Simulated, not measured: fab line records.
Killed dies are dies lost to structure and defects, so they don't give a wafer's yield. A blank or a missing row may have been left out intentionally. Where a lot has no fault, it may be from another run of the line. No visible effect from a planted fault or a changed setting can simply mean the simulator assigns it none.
fab line records | flow sky130
record: lots: 12 | wafers: 36 | last-day: 50
route steps=708 shown FIELD_ISO@15 PWDE@48 VT_ADJUST_HVTP@92 VT_ADJUST_NCORE@127 PAD_OPEN@708
lots untouched by any fault: they come from a run of this same line in which no faults occurred
start-h: hours from the record's opening day to when the first of the lot's shown wafers began | wait-h: hours since the lot's step before | " identical to the entry in the row above | L1.1+2: a row that stands for several wafers | - no value, or no start was given | * or withheld: withheld | < > ~ a bound
route shown NAME@n: NAME is a module with steps in the file, n the number in the route of the first one | usual: mean and standard deviation over wafers with no fault | same: alike in all rows | chamber/n: place in a boat | sites: each site's reading | _std_site: their standard deviation | _edge_site: the outer-site mean with the inner-site mean subtracted | radius-mm: how far each site lies from the wafer's centre | mask NAME#n: copy n | behind: the most recent tool/chamber to have shaped the wafer | hold: cause of the lot's hold/its duration in hours/its outcome | device: the transistor (n, p or np) that didn't switch | end of line: tests of these same wafers at the route's end | where a step has no rows: the recipe by itself | killed: dies that structure and defects cost at the first sort, which is not the same as the wafer's yield | map: the dies of a wafer, with x for killed, . for not killed, _ for no die there
set.NAME: setting as actually run; set.NAME@STEP: the setting as run at that earlier step | model.NAME: the simulator's own value behind a step, which no gauge read
one table for each step of the route and one row for each wafer, over a sample of lots
services: a tool's chamber out of use, with start hour (start-h, from the record's first day; less than 0 if before it), hours out, and reason
== steps ==
step: SKY_FIELD_ISO_ETCH_14
recipe: chemistry: N2/H2 | target: BARC | ion-energy-ev: 200 | source-w: 500 | bias-w: 100 | pressure-mtorr: 30 | n2-flow-sccm: 100 | h2-flow-sccm: 200 | stop-on: SiO2 | time-s: 45.9 | target-depth-a: 600
usual: drypump-motor-current-A: 5.6/0.47 | n2-flow-sccm: 100.0/0.31 | oes-product-au: 0.855/0.005 | throttle-valve-pct: 13.225/0.0092
lot.wafer | tool        | chamber | start-h | wait-h | drypump-motor-current-A | n2-flow-sccm | oes-product-au | rf-hours-counter-h | throttle-valve-pct
L577.1    | rie-diel-04 | 3       | 43.94   | 0.1    | 6.1                     | 100.2        | 0.867          | 123                | 13.225
L577.2    | "           | 2       | "       | "      | 5.9                     | 100.2        | 0.850          | 5                  | 13.245
L577.5    | "           | 3       | "       | "      | 6.1                     | 99.5         | 0.860          | -                  | 13.226
L578.1    | rie-diel-04 | 1       | 50.71   | 0.1    | 6.0                     | 99.5         | 0.851          | 102                | 13.228
L578.3    | "           | 3       | "       | "      | 6.1                     | 99.7         | 0.856          | 123                | 13.234
L578.6    | "           | 0       | "       | "      | 5.2                     | 100.0        | 0.860          | -                  | 13.225
L579.3    | rie-diel-02 | 2       | 56.04   | 0.1    | 5.5                     | 100.2        | 0.858          | 6                  | 13.221
L579.4    | "           | 0       | "       | "      | 5.0                     | 100.0        | 0.858          | 39                 | 13.225
L579.5    | "           | 3       | "       | "      | 5.2                     | 100.3        | 0.844          | -                  | 13.227
L580.2    | rie-diel-04 | 3       | 59.25   | 0.1    | 6.1                     | 100.0        | 0.863          | 123                | 13.214
L580.3    | "           | 0       | "       | "      | 5.2                     | 99.8         | 0.863          | 26                 | 13.224
L580.4    | "           | 1       | "       | "      | 6.0                     | 100.7        | 0.855          | 102                | 13.227
L583.3    | rie-diel-04 | 3       | 75.56   | 0.1    | 6.0                     | 100.1        | 0.854          | 123                | 13.212
L583.4    | "           | 0       | "       | "      | 5.3                     | 100.0        | 0.858          | -                  | 13.215
L583.5    | "           | 3       | "       | "      | 6.1                     | 99.8         | 0.848          | -                  | 13.220
L584.4    | rie-diel-04 | 0       | 79.96   | 0.0    | 5.2                     | 100.1        | 0.855          | 26                 | 13.211
L584.5    | "           | 1       | "       | "      | 6.0                     | 99.7         | 0.852          | -                  | 13.223
L584.6    | "           | 0       | "       | "      | 5.2                     | 100.2        | 0.854          | -                  | 13.213
L588.1    | rie-diel-03 | 0       | 101.14  | 0.1    | 5.5                     | 100.1        | 0.851          | 2                  | 13.211
L588.3    | "           | 2       | "       | "      | 5.2                     | 100.7        | 0.850          | 1                  | 13.221
L588.4    | "           | 3       | "       | "      | 6.1                     | 100.4        | 0.852          | 4                  | 13.237
L589.3    | rie-diel-04 | 2       | 109.55  | 0.1    | 5.9                     | 99.6         | 0.850          | 6                  | 13.235
L589.4    | "           | 3       | "       | "      | 6.1                     | 99.8         | 0.859          | 124                | 13.221
L589.5    | "           | 2       | "       | "      | 6.0                     | 99.6         | 0.861          | -                  | 13.225
L590.1    | rie-diel-04 | 2       | 111.31  | 0.1    | 6.0                     | 99.6         | 0.853          | 6                  | 13.226
L590.2    | "           | 1       | "       | "      | 6.0                     | 100.4        | 0.858          | 103                | 13.219
L590.3    | "           | 3       | "       | "      | 6.1                     | 99.6         | 0.852          | 124                | 13.226
L591.3    | rie-diel-03 | 0       | 116.56  | 0.1    | 5.5                     | 99.2         | 0.848          | 3                  | 13.231
L591.5    | "           | 0       | "       | "      | 5.5                     | 99.0         | 0.862          | -                  | 13.241
L591.6    | "           | 1       | "       | "      | 4.9                     | 100.4        | 0.855          | -                  | 13.224
L592.2    | rie-diel-03 | 1       | 125.84  | 0.1    | 4.9                     | 100.0        | 0.863          | 3                  | 13.229
L592.3    | "           | 0       | "       | "      | 5.5                     | 99.9         | 0.860          | 3                  | 13.222
L592.4    | "           | 2       | "       | "      | 5.1                     | 99.9         | 0.862          | 2                  | 13.236
L596.1    | rie-diel-04 | 2       | 143.49  | 0.1    | 6.0                     | 100.4        | 0.855          | 7                  | 13.204
L596.5    | "           | 0       | "       | "      | 5.2                     | 99.9         | 0.852          | -                  | 13.235
L596.6    | "           | 3       | "       | "      | 6.1                     | 99.9         | 0.856          | -                  | 13.241
step: SKY_PWDE_SOFTBAKE_03
recipe: temp-c: 110 | time-s: withheld
usual: heater-power-total-W: 65.31/0.14 | plate-temp-C: 110.00/0.11
lot.wafer | tool           | chamber | start-h | wait-h | heater-power-total-W | plate-temp-C
L577.1    | litho-track-04 | 0       | 75.89   | 0.1    | 65.39                | 109.97
L577.2    | "              | 0       | "       | "      | 65.21                | 110.01
L577.5    | "              | 0       | "       | "      | 65.18                | 110.01
L578.1    | litho-track-01 | 0       | 82.35   | 0.1    | 65.33                | 109.99
L578.3    | "              | 0       | "       | "      | 65.15                | 109.90
L578.6    | "              | 0       | "       | "      | 65.45                | 109.95
L579.3    | litho-track-01 | 0       | 88.52   | 0.1    | 65.37                | 109.95
L579.4    | "              | 0       | "       | "      | 65.41                | 110.18
L579.5    | "              | 0       | "       | "      | 65.15                | 109.98
L580.2    | litho-track-04 | 0       | 94.17   | 0.1    | 65.48                | 109.97
L580.3    | "              | 0       | "       | "      | 65.39                | 109.95
L580.4    | "              | 0       | "       | "      | 65.19                | 109.76
L583.3    | litho-track-01 | 0       | 109.87  | 0.1    | 65.24                | 109.98
L583.4    | "              | 0       | "       | "      | 65.10                | 110.19
L583.5    | "              | 0       | "       | "      | 65.08                | 110.07
L584.4    | litho-track-01 | 0       | 114.55  | 0.1    | 65.27                | 110.10
L584.5    | "              | 0       | "       | "      | 65.25                | 110.01
L584.6    | "              | 0       | "       | "      | 65.14                | 110.07
L588.1    | litho-track-01 | 0       | 145.40  | 0.1    | 68.37                | 113.99
L588.3    | "              | 0       | "       | "      | 68.39                | 113.98
L588.4    | "              | 0       | "       | "      | 68.51                | 113.80
L589.3    | litho-track-04 | 0       | 149.90  | 0.1    | 65.30                | 110.01
L589.4    | "              | 0       | "       | "      | 65.48                | 109.79
L589.5    | "              | 0       | "       | "      | 65.15                | 109.79
L590.1    | litho-track-04 | 0       | 150.49  | 0.1    | 65.42                | 110.03
L590.2    | "              | 0       | "       | "      | 65.14                | 109.91
L590.3    | "              | 0       | "       | "      | 65.46                | 110.00
L591.3    | litho-track-01 | 0       | 154.07  | 0.1    | 68.64                | 113.88
L591.5    | "              | 0       | "       | "      | 68.62                | 114.00
L591.6    | "              | 0       | "       | "      | 68.33                | 113.87
L592.2    | litho-track-01 | 0       | 167.53  | 0.1    | 68.52                | 113.91
L592.3    | "              | 0       | "       | "      | 68.31                | 113.73
L592.4    | "              | 0       | "       | "      | 68.78                | 113.80
L596.1    | litho-track-03 | 0       | 185.32  | 0.1    | 65.07                | 110.24
L596.5    | "              | 0       | "       | "      | 65.11                | 110.25
L596.6    | "              | 0       | "       | "      | 65.58                | 110.08
step: SKY_PWDE_STRIP_09
recipe: chemistry: O2/N2 | power-w: 1400 | pressure-mtorr: 1500 | platen-temp-c: withheld | o2-flow-sccm: 3000 | n2-flow-sccm: 300 | overash-fraction: 0.5
usual: drypump-motor-current-A: 5.7/0.48 | n2-flow-sccm: 299.9/0.99 | oes-product-au: 0.722/0.0045 | strip-time-to-endpoint-s: 36.94/0.093
lot.wafer | tool            | chamber | start-h | wait-h | drypump-motor-current-A | n2-flow-sccm | oes-product-au | rf-hours-counter-h | strip-time-to-endpoint-s
L577.1    | plasma-asher-04 | 1       | 84.32   | 0.1    | 6.4                     | 299.6        | 0.718          | 36                 | 36.95
L577.2    | "               | 0       | "       | "      | 5.3                     | 300.4        | 0.725          | 36                 | 37.05
L577.5    | "               | 1       | "       | "      | 6.4                     | 300.2        | 0.725          | -                  | 37.00
L578.1    | plasma-asher-01 | 1       | 91.47   | 0.1    | 6.1                     | 299.2        | 0.720          | 41                 | 36.92
L578.3    | "               | 0       | "       | "      | 5.3                     | 298.8        | 0.720          | -                  | 37.01
L578.6    | "               | 0       | "       | "      | 5.3                     | 299.9        | 0.736          | -                  | 36.91
L579.3    | plasma-asher-03 | 0       | 96.74   | 0.1    | 5.6                     | 300.8        | 0.719          | -                  | 36.97
L579.4    | "               | 1       | "       | "      | 5.1                     | 299.1        | 0.721          | -                  | 36.97
L579.5    | "               | 1       | "       | "      | 5.1                     | 299.9        | 0.726          | -                  | 37.07
L580.2    | plasma-asher-03 | 1       | 103.51  | 0.1    | 5.1                     | 301.0        | 0.714          | 41                 | 36.79
L580.3    | "               | 0       | "       | "      | 5.6                     | 300.3        | 0.725          | -                  | 36.75
L580.4    | "               | 1       | "       | "      | 5.1                     | 300.2        | 0.723          | -                  | 36.85
L583.3    | plasma-asher-01 | 1       | 118.20  | 0.1    | 6.1                     | 300.6        | 0.716          | -                  | 36.84
L583.4    | "               | 0       | "       | "      | 5.4                     | 298.8        | 0.717          | -                  | 36.84
L583.5    | "               | 0       | "       | "      | 5.4                     | 298.2        | 0.731          | -                  | 36.91
L584.4    | plasma-asher-04 | 0       | 124.19  | 0.1    | 5.3                     | 301.1        | 0.725          | -                  | 36.92
L584.5    | "               | 0       | "       | "      | 5.3                     | 300.8        | 0.719          | -                  | 36.83
L584.6    | "               | 1       | "       | "      | 6.4                     | 300.9        | 0.718          | -                  | 36.83
L588.1    | plasma-asher-04 | 1       | 154.36  | 0.1    | 6.4                     | 299.3        | 0.721          | 43                 | 36.51
L588.3    | "               | 1       | "       | "      | 6.4                     | 299.3        | 0.725          | -                  | 36.67
L588.4    | "               | 0       | "       | "      | 5.3                     | 298.9        | 0.720          | -                  | 36.56
L589.3    | plasma-asher-04 | 1       | 159.09  | 0.1    | 6.4                     | 300.7        | 0.725          | -                  | 36.85
L589.4    | "               | 0       | "       | "      | 5.3                     | 299.0        | 0.721          | -                  | 36.96
L589.5    | "               | 1       | "       | "      | 6.4                     | 300.0        | 0.725          | -                  | 36.90
L590.1    | plasma-asher-01 | 0       | 159.72  | 0.1    | 5.3                     | 299.7        | 0.728          | 48                 | 36.91
L590.2    | "               | 1       | "       | "      | 6.1                     | 302.1        | 0.711          | 48                 | 36.97
L590.3    | "               | 0       | "       | "      | 5.3                     | 299.2        | 0.727          | -                  | 37.01
L591.3    | plasma-asher-03 | 1       | 163.90  | 0.1    | 5.1                     | 298.2        | 0.726          | -                  | 36.37
L591.5    | "               | 0       | "       | "      | 5.6                     | 299.8        | 0.717          | -                  | 36.43
L591.6    | "               | 1       | "       | "      | 5.1                     | 299.1        | 0.730          | -                  | 36.43
L592.2    | plasma-asher-03 | 0       | 177.42  | 0.1    | 5.6                     | 300.5        | 0.719          | 6                  | 36.64
L592.3    | "               | 0       | "       | "      | 5.6                     | 300.5        | 0.723          | -                  | 36.57
L592.4    | "               | 1       | "       | "      | 5.1                     | 299.4        | 0.727          | -                  | 36.55
L596.1    | plasma-asher-01 | 0       | 195.89  | 0.1    | 5.3                     | 298.9        | 0.716          | 52                 | 37.14
L596.5    | "               | 0       | "       | "      | 5.3                     | 299.4        | 0.722          | -                  | 37.02
L596.6    | "               | 1       | "       | "      | 6.1                     | 301.0        | 0.719          | -                  | 37.02
step: SKY_VT_ADJUST_HVTP_CD_MEAS_07
recipe: target-cd-nm: 380
usual: cd-nm: 379.9/2.3
lot.wafer | tool      | chamber | start-h | wait-h | cd-nm
L577.1    | cd-sem-01 | -       | 139.19  | 0.1    | 381.1
L577.2    | "         | -       | "       | "      | 379.6
L577.5    | "         | -       | "       | "      | 379.6
L578.1    | cd-sem-02 | -       | 147.37  | 0.1    | 379.8
L578.3    | "         | -       | "       | "      | 381.8
L578.6    | "         | -       | "       | "      | 379.6
L579.3    | cd-sem-02 | -       | 153.27  | 0.1    | 379.2
L579.4    | "         | -       | "       | "      | 376.0
L579.5    | "         | -       | "       | "      | 379.5
L580.2    | cd-sem-01 | -       | 161.56  | 0.1    | 379.0
L580.3    | "         | -       | "       | "      | 376.4
L580.4    | "         | -       | "       | "      | 379.2
L583.3    | cd-sem-01 | -       | 176.86  | 0.1    | 381.5
L583.4    | "         | -       | "       | "      | 382.6
L583.5    | "         | -       | "       | "      | 381.9
L584.4    | cd-sem-02 | -       | 182.99  | 0.1    | 381.0
L584.5    | "         | -       | "       | "      | 379.3
L584.6    | "         | -       | "       | "      | 379.7
L588.1    | cd-sem-02 | -       | 218.58  | 0.1    | 379.4
L588.3    | "         | -       | "       | "      | 384.8
L588.4    | "         | -       | "       | "      | 380.8
L589.3    | cd-sem-01 | -       | 223.76  | 0.1    | 377.7
L589.4    | "         | -       | "       | "      | 379.8
L589.5    | "         | -       | "       | "      | 379.4
L590.1    | cd-sem-02 | -       | 224.02  | 0.1    | 378.8
L590.2    | "         | -       | "       | "      | 382.9
L590.3    | "         | -       | "       | "      | 379.4
L591.3    | cd-sem-02 | -       | 229.38  | 0.1    | 377.3
L591.5    | "         | -       | "       | "      | 378.2
L591.6    | "         | -       | "       | "      | 377.9
L592.2    | cd-sem-02 | -       | 243.47  | 0.2    | 379.5
L592.3    | "         | -       | "       | "      | 378.6
L592.4    | "         | -       | "       | "      | 380.2
L596.1    | cd-sem-02 | -       | 264.48  | 0.1    | 381.8
L596.5    | "         | -       | "       | "      | 380.0
L596.6    | "         | -       | "       | "      | 379.2
step: SKY_VT_ADJUST_NCORE_OVL_MEAS_08
usual: VT_ADJUST_NCORE_OVL: -0.7/1.3
lot.wafer | tool       | chamber | start-h | wait-h | VT_ADJUST_NCORE_OVL[nm]
L577.1    | overlay-01 | -       | 199.72  | 0.1    | -0.1
L577.2    | "          | -       | "       | "      | -2.3
L577.5    | "          | -       | "       | "      | -2.2
L578.1    | overlay-01 | -       | 208.21  | 0.1    | 0.6
L578.3    | "          | -       | "       | "      | 0.8
L578.6    | "          | -       | "       | "      | -1.8
L579.3    | overlay-01 | -       | 216.67  | 0.1    | -0.4
L579.4    | "          | -       | "       | "      | -0.9
L579.5    | "          | -       | "       | "      | -1.2
L580.2    | overlay-02 | -       | 225.48  | 0.1    | -0.2
L580.3    | "          | -       | "       | "      | -2.0
L580.4    | "          | -       | "       | "      | -0.9
L583.3    | overlay-02 | -       | 243.17  | 0.1    | 0.9
L583.4    | "          | -       | "       | "      | 4.4
L583.5    | "          | -       | "       | "      | 1.6
L584.4    | overlay-02 | -       | 250.37  | 0.1    | 0.2
L584.5    | "          | -       | "       | "      | 0.8
L584.6    | "          | -       | "       | "      | 0.7
L588.1    | overlay-02 | -       | 290.62  | 0.1    | -0.8
L588.3    | "          | -       | "       | "      | -1.5
L588.4    | "          | -       | "       | "      | 0.5
L589.3    | overlay-01 | -       | 296.28  | 0.1    | 1.0
L589.4    | "          | -       | "       | "      | 0.2
L589.5    | "          | -       | "       | "      | 1.3
L590.1    | overlay-02 | -       | 297.11  | 0.1    | -1.0
L590.2    | "          | -       | "       | "      | 0.5
L590.3    | "          | -       | "       | "      | -2.1
L591.3    | overlay-02 | -       | 302.23  | 0.1    | -0.8
L591.5    | "          | -       | "       | "      | -1.4
L591.6    | "          | -       | "       | "      | -1.0
L592.2    | overlay-02 | -       | 316.86  | 0.1    | -3.1
L592.3    | "          | -       | "       | "      | -2.7
L592.4    | "          | -       | "       | "      | -1.8
L596.1    | overlay-01 | -       | 341.64  | 0.1    | -0.9
L596.5    | "          | -       | "       | "      | -2.5
L596.6    | "          | -       | "       | "      | -1.6
step: SKY_PAD_OPEN_PROBE_99
usual: killed_at_M0_to_M3: 43/7.1 | killed_at_M4_up: 3.2/1.7 | killed-at-contacts: 24/5.6 | killed-at-front-end: 16/5 | killed-at-other: 0.4/0.68 | killed-dies: 86/9.3 | killed-open: 47/7.1 | killed-short: 39/5.7
same: gross-dies: 492 | killed-at-back-side: 0
lot.wafer | tool      | chamber | start-h | wait-h | killed_at_M0_to_M3 | killed_at_M4_up | killed-at-contacts | killed-at-front-end | killed-at-other | killed-dies | killed-open | killed-short
L584.4    | prober-01 | -       | 1140.06 | 0.2    | 55                 | 4               | 19                 | 8                   | 0               | 86          | 48          | 37
killed by level:class
L584.4 VIA1:geometric-particle:open=15 CONTACT:geometric-particle:open=8 VIA3:geometric-particle:open=7 VIA2:geometric-particle:open=6 LI_CONTACT:geometric-particle:open=5 VIA1:geometric-particle:short=5 VIA3:geometric-particle:short=5 LI_CONTACT:geometric-particle:short=4
== services ==
tool            | chamber | start-h | hours | kind
rie-diel-03     | 2       | 27.78   | -     | clean
rie-diel-03     | 2       | 27.78   | 17.1  | scheduled-down
rie-diel-03     | 2       | 27.78   | 17.1  | vent-cycle
rie-diel-02     | 3       | 33.40   | 3.5   | repair
rie-diel-04     | 2       | 73.33   | 3.8   | repair
rie-diel-02     | 2       | 78.37   | 4.8   | repair
rie-diel-03     | 3       | 89.87   | 2.7   | repair
rie-diel-02     | 2       | 93.67   | 3.1   | repair
rie-diel-02     | 3       | 96.80   | -     | clean
rie-diel-02     | 3       | 96.80   | 14.3  | scheduled-down
rie-diel-02     | 3       | 96.80   | 14.3  | vent-cycle
plasma-asher-04 | -       | 98.52   | 3.2   | repair
plasma-asher-03 | -       | 108.84  | 9.0   | pm
plasma-asher-03 | 0       | 108.84  | 9.0   | vent-cycle
plasma-asher-03 | 1       | 108.84  | 9.0   | vent-cycle
rie-diel-02     | -       | 110.69  | 18.0  | repair
rie-diel-02     | 2       | 113.88  | 23.7  | repair
plasma-asher-03 | 0       | 117.84  | -     | clean
plasma-asher-03 | 1       | 117.84  | -     | clean
rie-diel-04     | 1       | 149.17  | 1.3   | repair
rie-diel-03     | 3       | 149.34  | 7.2   | repair
rie-diel-04     | 3       | 164.86  | 26.8  | repair
rie-diel-02     | 3       | 180.68  | 15.0  | repair
rie-diel-04     | 1       | 183.34  | 17.9  | repair
== key ==
first-sign: step: SKY_PWDE_SOFTBAKE_03 | reading: plate-temp-C | direction: up | sigmas: 34 | usual: * | struck: *
effect: step: SKY_PWDE_SOFTBAKE_03 | reading: heater-power-total-W | direction: up | sigmas: 23 | usual: * | struck: *
effect: step: SKY_PWDE_STRIP_09 | reading: strip-time-to-endpoint-s | direction: down | sigmas: 4.5 | usual: * | struck: *
met-at SKY_PWDE_SOFTBAKE_03
struck-lots L588,L591,L592
tester-left-out L588,L591,L592
not-acting-at SKY_FIELD_ISO_ETCH_14,SKY_VT_ADJUST_HVTP_CD_MEAS_07,SKY_VT_ADJUST_NCORE_OVL_MEAS_08
onset-between 114.55 145.40
fault: kind: process-parameter-drift | tool: litho-track-01 | chamber: - | onset-h: 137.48 | steps: SKY_PWDE_SOFTBAKE_03 | channel: temp-c | offset: * | shape: step | end-h: 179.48 | acts-in: * | stated: *
tester-left-out: of these lots the tester's yield and bins aren't shown, on N5 and GAA mostly nor the transistor test; their killed dies are dies lost to structure and defects alone, not to doping, threshold or leakage, so they don't give the yield
